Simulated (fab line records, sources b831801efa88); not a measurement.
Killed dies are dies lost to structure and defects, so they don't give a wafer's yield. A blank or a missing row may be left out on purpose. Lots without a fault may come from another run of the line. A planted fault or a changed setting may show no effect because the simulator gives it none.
Split-lot experiment | flow sky130 | 5 lots, 23 wafers read, on a route of 708 steps

THE SPLIT
At SKY_NWELL_IMPLANT_11, the setting energy_kev was moved away from the recipe's 400 on 7 of the 23 wafers read, by -5.7% to +1.6%. The other wafers ran this setting at the recipe's value.

FROM THE SPLIT TO THE READING: what the file shows between them, 5 steps
- SKY_NWELL_IMPLANT_24 (also split here: dose_cm2)
- SKY_NWELL_STRIP_25: strips in O2/N2
- SKY_NWELL_TW_MEAS_26
- SKY_NWELL_CLEAN_27: cleans in SC1/SC2, time 150 s
- SKY_NWELL_RTA_28: time 30 s

THE READING
NWELL_RS, in ohm/sq, at SKY_NWELL_RS_MEAS_29 (measures by four-point-probe). Fault-free wafers of this fab line usually give 624.9 ohm/sq, standard deviation 1.4 ohm/sq.

wafer  | tool, chamber at the split | energy_kev as run | against the recipe | NWELL_RS, ohm/sq | against lot-mates on the recipe
L077.2 | implanter-02, 0            | 400               | recipe             | 625.4            | -
L077.3 | implanter-02, 0            | 400               | recipe             | 624.9            | -
L077.5 | implanter-02, 0            | 400               | recipe             | 623.0            | -
L080.1 | implanter-04, 0            | 377.2             | -5.7%              | 634.2            | +10.0
L080.2 | implanter-04, 0            | 400               | recipe             | 623.5            | -
L080.3 | implanter-04, 0            | 400               | recipe             | 624.7            | -
L080.5 | implanter-04, 0            | 400               | recipe             | 624.3            | -
L080.6 | implanter-04, 0            | 377.2             | -5.7%              | 632.3            | +8.1
L081.1 | implanter-02, 0            | 400               | recipe             | 625.2            | -
L081.2 | implanter-02, 0            | 400               | recipe             | 623.3            | -
L081.3 | implanter-02, 0            | 400               | recipe             | 624.5            | -
L081.4 | implanter-02, 0            | 400               | recipe             | 623.7            | -
L081.5 | implanter-02, 0            | 400               | recipe             | 624.7            | -
L082.2 | implanter-04, 0            | 406.3             | +1.6%              | 623.2            | -2.2
L082.3 | implanter-04, 0            | 406.3             | +1.6%              | 623.3            | -2.2
L082.4 | implanter-04, 0            | 400               | recipe             | 627.3            | -
L082.5 | implanter-04, 0            | 400               | recipe             | 623.6            | -
L082.6 | implanter-04, 0            | 406.3             | +1.6%              | 623.7            | -1.8
L084.1 | implanter-04, 0            | 389.3             | -2.7%              | 628.8            | +4.6
L084.2 | implanter-04, 0            | 400               | recipe             | 624.9            | -
L084.4 | implanter-04, 0            | 400               | recipe             | 623.6            | -
L084.5 | implanter-04, 0            | 389.3             | -2.7%              | 629.9            | +5.7
L084.6 | implanter-04, 0            | 400               | recipe             | 624.0            | -

THE FIT
A straight line over all 23 wafers: NWELL_RS changes by -1.48 ohm/sq for each +1% of energy_kev; r = -0.94; the points scatter about the line by 1.1 ohm/sq.
The same after taking each lot's own level away (the mean of its wafers on the recipe; 23 wafers): -1.61 ohm/sq for each +1%; r = -0.96; scatter 0.94 ohm/sq.
On that fit, the largest move of energy_kev shifts the reading by 9.2 ohm/sq.
The lots' own levels span 624.17 to 625.45 ohm/sq, that is 0.9 times the standard deviation above.
So the lot-to-lot level changes the slope little: the two slopes agree.
Check: with one of the wafers moved furthest among these (-5.7%) left out of the fit, the line predicts +8.84 ohm/sq for it against its lot-mates. It came out at +10 ohm/sq against them.

OTHER SPLITS ON THESE WAFERS
These wafers also went through other splits before the reading. Each is held against what the fit with the lots' levels taken away leaves over:
other split on the same wafers       | wafers away from the commonest value | r with NWELL_RS (lot level and that fit taken away)
SKY_FIELD_ISO_OXIDATION_01 ox_time_s | 18                                   | -0.13
SKY_DNWELL_COAT_02 spin_rpm          | 7                                    | +0.14
SKY_DNWELL_DEVELOP_06 develop_time_s | 9                                    | -0.13
SKY_PWDE_IMPLANT_08 dose_cm2         | 8                                    | +0.20
SKY_NWELL_IMPLANT_24 dose_cm2        | 8                                    | +0.11

THE WHOLE CHAIN: every reading that the file lists as answering this split, in the file's order
step                 | what it does                 | reading                                                         | change (the file's fit)               | r (the file's)
SKY_NWELL_IMPLANT_11 |                              | implant.rp_nm (the simulator's own value, which no gauge read)  | +4.62 nm for each +1% of the setting  | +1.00
SKY_NWELL_IMPLANT_11 |                              | implant.drp_nm (the simulator's own value, which no gauge read) | +0.643 nm for each +1% of the setting | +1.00
SKY_NWELL_RS_MEAS_29 | measures by four-point-probe | NWELL_RS                                                        | -1.63 for each +1% of the setting     | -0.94

THE FILE'S OWN FIT
NWELL_RS changes by -1.63 ohm/sq for each +1% of energy_kev, r = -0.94.
